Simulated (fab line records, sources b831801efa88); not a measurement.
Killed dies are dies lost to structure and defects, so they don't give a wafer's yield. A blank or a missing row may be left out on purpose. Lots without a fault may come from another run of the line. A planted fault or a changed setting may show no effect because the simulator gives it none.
Which tool did it? | flow sky130 | 24 lots, 72 wafers sampled, at 5 steps of a route of 708

WHAT THE GAUGES READ, wafer by wafer
SKY_LDD_N_OVL_MEAS_07. Usual: LDD_N_OVL -1.4 nm, standard deviation 1.4.
lot  | measured     | on         | LDD_N_OVL (nm) | flag
L074 | day 17 16:59 | overlay-02 | -2.5 -1.6 -2.3 |
L075 | day 18 01:40 | overlay-02 | -2.9 -2.4 -1.0 |
L076 | day 18 02:11 | overlay-01 | -2.4 -2.5 -1.3 |
L077 | day 18 19:34 | overlay-02 | -3.6 -1.0 -0.1 |
L079 | day 20 04:46 | overlay-02 | 0.9 1.2 -0.8   |
L080 | day 20 08:56 | overlay-02 | -0.7 -1.5 -1.1 |
L078 | day 20 14:07 | overlay-01 | -1.4 -2.8 -2.4 |
L081 | day 20 19:07 | overlay-02 | -0.7 -1.2 -0.4 |
L083 | day 21 00:17 | overlay-01 | -1.2 -2.2 -1.2 |
L082 | day 21 01:07 | overlay-01 | -3.2 -3.7 -4.7 |
L084 | day 21 06:35 | overlay-02 | 2.5 1.2 1.5    |
L085 | day 21 23:13 | overlay-02 | -0.5 1.4 -0.3  |
L086 | day 22 08:11 | overlay-01 | -3.0 -2.2 -3.3 |
L087 | day 22 15:34 | overlay-01 | 0.8 1.5 1.3    |
L088 | day 22 18:40 | overlay-02 | -1.7 -0.8 -0.1 |
L089 | day 23 03:31 | overlay-01 | -0.3 0.2 -0.2  |
L090 | day 23 13:11 | overlay-01 | -2.6 -1.1 0.0  |
L091 | day 23 21:29 | overlay-01 | -4.0 -1.6 -4.1 |
L092 | day 24 08:31 | overlay-02 | -1.5 -2.7 -2.6 |
L093 | day 24 17:49 | overlay-01 | -1.6 0.0 -1.9  |
L094 | day 24 19:29 | overlay-02 | -1.1 -1.2 -1.3 |
L095 | day 25 22:22 | overlay-02 | -1.5 -1.5 -2.9 |
L096 | day 25 22:40 | overlay-02 | -2.1 -0.1 -3.7 |
L097 | day 26 00:42 | overlay-02 | -1.2 -1.3 -2.4 |

SKY_METAL2_CD_MEAS_15: target cd 140 nm. Usual: cd_nm 139.2 nm, standard deviation 1.2.
lot  | measured     | on        | cd_nm (nm)        | flag
L074 | day 35 01:01 | cd_sem-02 | 140.2 139.8 140.0 |
L075 | day 35 09:20 | cd_sem-02 | 136.2 136.7 137.3 |
L076 | day 35 09:59 | cd_sem-02 | 139.4 137.8 138.8 |
L077 | day 35 23:55 | cd_sem-01 | 138.5 138.0 139.4 |
L079 | day 37 12:38 | cd_sem-02 | 140.8 139.4 140.0 |
L080 | day 37 09:05 | cd_sem-02 | 140.8 139.8 140.0 |
L078 | day 37 14:12 | cd_sem-02 | 137.4 138.4 138.8 |
L081 | day 37 19:31 | cd_sem-01 | 139.9 139.9 140.1 |
L083 | day 38 00:14 | cd_sem-01 | 140.3 142.1 141.6 |
L082 | day 38 01:03 | cd_sem-01 | 138.9 137.9 139.3 |
L084 | day 38 04:46 | cd_sem-02 | 140.2 139.8 139.7 |
L085 | day 38 17:51 | cd_sem-02 | 139.9 139.5 140.4 |
L086 | day 39 01:35 | cd_sem-02 | 140.0 140.5 139.6 |
L087 | day 39 08:23 | cd_sem-02 | 139.9 139.9 137.1 |
L088 | day 39 12:16 | cd_sem-01 | 138.3 137.4 137.3 |
L089 | day 39 19:26 | cd_sem-01 | 138.6 140.6 139.8 |
L090 | day 40 02:29 | cd_sem-02 | 138.7 138.3 139.8 |
L091 | day 40 08:32 | cd_sem-02 | 139.3 139.2 138.1 |
L092 | day 40 16:58 | cd_sem-02 | 138.2 137.8 137.3 |
L093 | day 41 07:21 | cd_sem-02 | 139.0 139.2 137.2 |
L094 | day 41 06:26 | cd_sem-02 | 140.9 140.0 138.7 |
L095 | day 42 00:17 | cd_sem-02 | 138.2 139.5 140.9 |
L096 | day 42 01:35 | cd_sem-01 | 139.6 140.6 138.3 |
L097 | day 42 01:56 | cd_sem-02 | 139.7 139.0 139.2 |

SKY_VIA2_THK_MEAS_23: measures by xrf. Usual: VIA2_W_THK 422 nm, standard deviation 9.6.
lot  | measured     | on            | VIA2_W_THK (nm) | flag
L074 | day 36 05:32 | film_metro-03 | 444 421 436     |
L075 | day 36 14:05 | film_metro-03 | 431 439 416     |
L076 | day 36 15:20 | film_metro-03 | 434 425 440     |
L077 | day 37 04:59 | film_metro-01 | 431 413 421     |
L079 | day 38 17:16 | film_metro-02 | 400 416 405     |
L080 | day 38 12:46 | film_metro-03 | 428 417 438     |
L078 | day 38 18:04 | film_metro-01 | 426 410 425     |
L081 | day 38 23:32 | film_metro-01 | 408 425 424     |
L083 | day 39 04:12 | film_metro-02 | 412 413 430     |
L082 | day 39 05:37 | film_metro-02 | 428 413 411     |
L084 | day 39 08:15 | film_metro-03 | 428 420 421     |
L085 | day 39 21:52 | film_metro-02 | 437 423 437     |
L086 | day 40 05:09 | film_metro-01 | 433 412 432     |
L087 | day 40 11:19 | film_metro-02 | 412 410 411     |
L088 | day 40 14:20 | film_metro-03 | 431 411 414     |
L089 | day 40 21:38 | film_metro-03 | 411 419 415     |
L090 | day 41 04:49 | film_metro-01 | 419 427 437     |
L091 | day 41 11:04 | film_metro-03 | 436 440 433     |
L092 | day 41 19:13 | film_metro-01 | 409 415 413     |
L093 | day 42 09:17 | film_metro-01 | 420 421 415     |
L094 | day 42 08:23 | film_metro-03 | 437 420 430     |
L095 | day 43 01:55 | film_metro-02 | 418 423 424     |
L096 | day 43 02:58 | film_metro-01 | 431 420 420     |
L097 | day 43 03:32 | film_metro-02 | 417 414 412     |

SKY_VIA4_RS_MEAS_19: measures by four-point-probe. Usual: VIA4_W_RS 0.223 ohm/sq, standard deviation 0.0032.
lot  | measured     | on            | VIA4_W_RS (ohm/sq) | flag
L074 | day 42 15:20 | film_metro-02 | 0.222 0.217 0.217  |
L075 | day 42 22:42 | film_metro-02 | 0.227 0.225 0.226  |
L076 | day 43 02:32 | film_metro-02 | 0.221 0.224 0.225  |
L077 | day 43 13:56 | film_metro-03 | 0.224 0.224 0.219  |
L079 | day 44 21:17 | film_metro-02 | 0.217 0.225 0.220  |
L080 | day 44 16:56 | film_metro-02 | 0.225 0.218 0.226  |
L078 | day 44 21:32 | film_metro-03 | 0.222 0.226 0.220  |
L081 | day 45 01:43 | film_metro-03 | 0.229 0.226 0.228  |
L083 | day 45 06:01 | film_metro-01 | 0.231 0.220 0.228  |
L082 | day 45 08:29 | film_metro-03 | 0.224 0.226 0.222  |
L084 | day 45 11:11 | film_metro-03 | 0.223 0.225 0.226  |
L085 | day 45 22:19 | film_metro-02 | 0.226 0.228 0.220  |
L086 | day 46 03:43 | film_metro-01 | 0.216 0.223 0.223  |
L087 | day 46 10:04 | film_metro-01 | 0.224 0.225 0.223  |
L088 | day 46 11:39 | film_metro-01 | 0.224 0.223 0.225  |
L089 | day 46 19:06 | film_metro-01 | 0.217 0.220 0.217  |
L090 | day 47 00:32 | film_metro-02 | 0.220 0.223 0.223  |
L091 | day 47 06:37 | film_metro-01 | 0.221 0.228 0.225  |
L092 | day 47 11:30 | film_metro-02 | 0.221 0.222 0.224  |
L093 | day 48 01:15 | film_metro-02 | 0.221 0.221 0.218  |
L094 | day 48 00:08 | film_metro-02 | 0.227 0.228 0.225  |
L095 | day 48 13:42 | film_metro-02 | 0.222 0.217 0.221  |
L096 | day 48 14:43 | film_metro-01 | 0.225 0.223 0.226  |
L097 | day 48 16:31 | film_metro-01 | 0.225 0.224 0.229  |

WHICH TOOL RAN EACH LOT (tool, then ch and the chambers of the sampled wafers, then the start)
lot  | SKY_LI_CONTACT_ETCH_15
L074 | rie_diel-03 ch 0,1,2, day 29 02:06
L075 | rie_diel-02 ch 1,2,3, day 29 09:58
L076 | rie_diel-04 ch 0,2, day 29 10:19
L077 | rie_diel-03 ch 1,2,3, day 30 01:12
L079 | rie_diel-02 ch 1,3, day 31 16:00
L080 | rie_diel-03 ch 0,3, day 31 13:56
L078 | rie_diel-04 ch 0,1, day 31 18:07
L081 | rie_diel-04 ch 1,2,3, day 31 22:34
L083 | rie_diel-02 ch 1,2, day 32 03:22
L082 | rie_diel-04 ch 0,1,2, day 32 05:07
L084 | rie_diel-04 ch 0,2, day 32 08:55
L085 | rie_diel-02 ch 0,2, day 33 01:02
L086 | rie_diel-03 ch 0,1,2, day 33 08:31
L087 | rie_diel-02 ch 1,2, day 33 16:27
L088 | rie_diel-04 ch 0,1,2, day 33 18:44
L089 | rie_diel-03 ch 0,1,3, day 34 01:44
L090 | rie_diel-04 ch 0,1, day 34 09:22
L091 | rie_diel-02 ch 0,2,3, day 34 17:38
L092 | rie_diel-04 ch 0,1,2, day 35 03:59
L093 | rie_diel-02 ch 1,3, day 35 17:05
L094 | rie_diel-04 ch 0,1, day 35 16:34
L095 | rie_diel-03 ch 1,2,3, day 36 13:30
L096 | rie_diel-04 ch 0,2, day 36 13:51
L097 | rie_diel-03 ch 0,3, day 36 14:48
- SKY_LI_CONTACT_ETCH_15: etches PSG in C4F8/O2/Ar, stops on Si, target depth 600 nm.

WHAT THE TOOLS THEMSELVES READ (means of the sampled wafers that have a number; where no wafer has one, the mark that the record gives instead)
SKY_LI_CONTACT_ETCH_15. Usual: oes_product_au 0.838 a.u., standard deviation 0.0047; rf_fwd_power_W 1493 W, standard deviation 5.
lot  | tool        | oes_product_au (a.u.) | rf_fwd_power_W (W) | flag
L074 | rie_diel-03 | 0.834                 | 1494               |
L075 | rie_diel-02 | 0.836                 | 1494               |
L076 | rie_diel-04 | 0.841                 | 1492               |
L077 | rie_diel-03 | 0.836                 | 1493               |
L079 | rie_diel-02 | 0.836                 | 1492               |
L080 | rie_diel-03 | 0.844                 | 1489               |
L078 | rie_diel-04 | 0.839                 | 1495               |
L081 | rie_diel-04 | 0.839                 | 1494               |
L083 | rie_diel-02 | 0.838                 | 1493               |
L082 | rie_diel-04 | 0.838                 | 1497               |
L084 | rie_diel-04 | 0.840                 | 1489               |
L085 | rie_diel-02 | 0.835                 | 1488               |
L086 | rie_diel-03 | 0.838                 | 1493               |
L087 | rie_diel-02 | 0.835                 | 1487               |
L088 | rie_diel-04 | 0.839                 | 1495               |
L089 | rie_diel-03 | 0.838                 | 1490               |
L090 | rie_diel-04 | 0.839                 | 1497               |
L091 | rie_diel-02 | 0.839                 | 1485               |
L092 | rie_diel-04 | 0.839                 | 1493               |
L093 | rie_diel-02 | 0.839                 | 1494               |
L094 | rie_diel-04 | 0.839                 | 1489               |
L095 | rie_diel-03 | 0.841                 | 1490               |
L096 | rie_diel-04 | 0.834                 | 1498               |
L097 | rie_diel-03 | 0.840                 | 1495               |

THE ANSWER, worked out from the rows above alone
Rule: a lot is off if the mean of its wafers that have a number lies more than 3 standard deviations from the usual mean. A lot without any number at a reading at which 4 lots or more have one is off too. The other lots that the step has rows for count as sound. The gauges are gone through in route order, then the tools' own readings, and for those a lot's mean is taken as printed above. The first step at which some lot is off is used, and at that step the reading that is off furthest; a lot without a number counts as furthest.
No lot is off at any reading shown: from this, nothing can be told.

WHAT THE SIMULATOR HAD PUT IN
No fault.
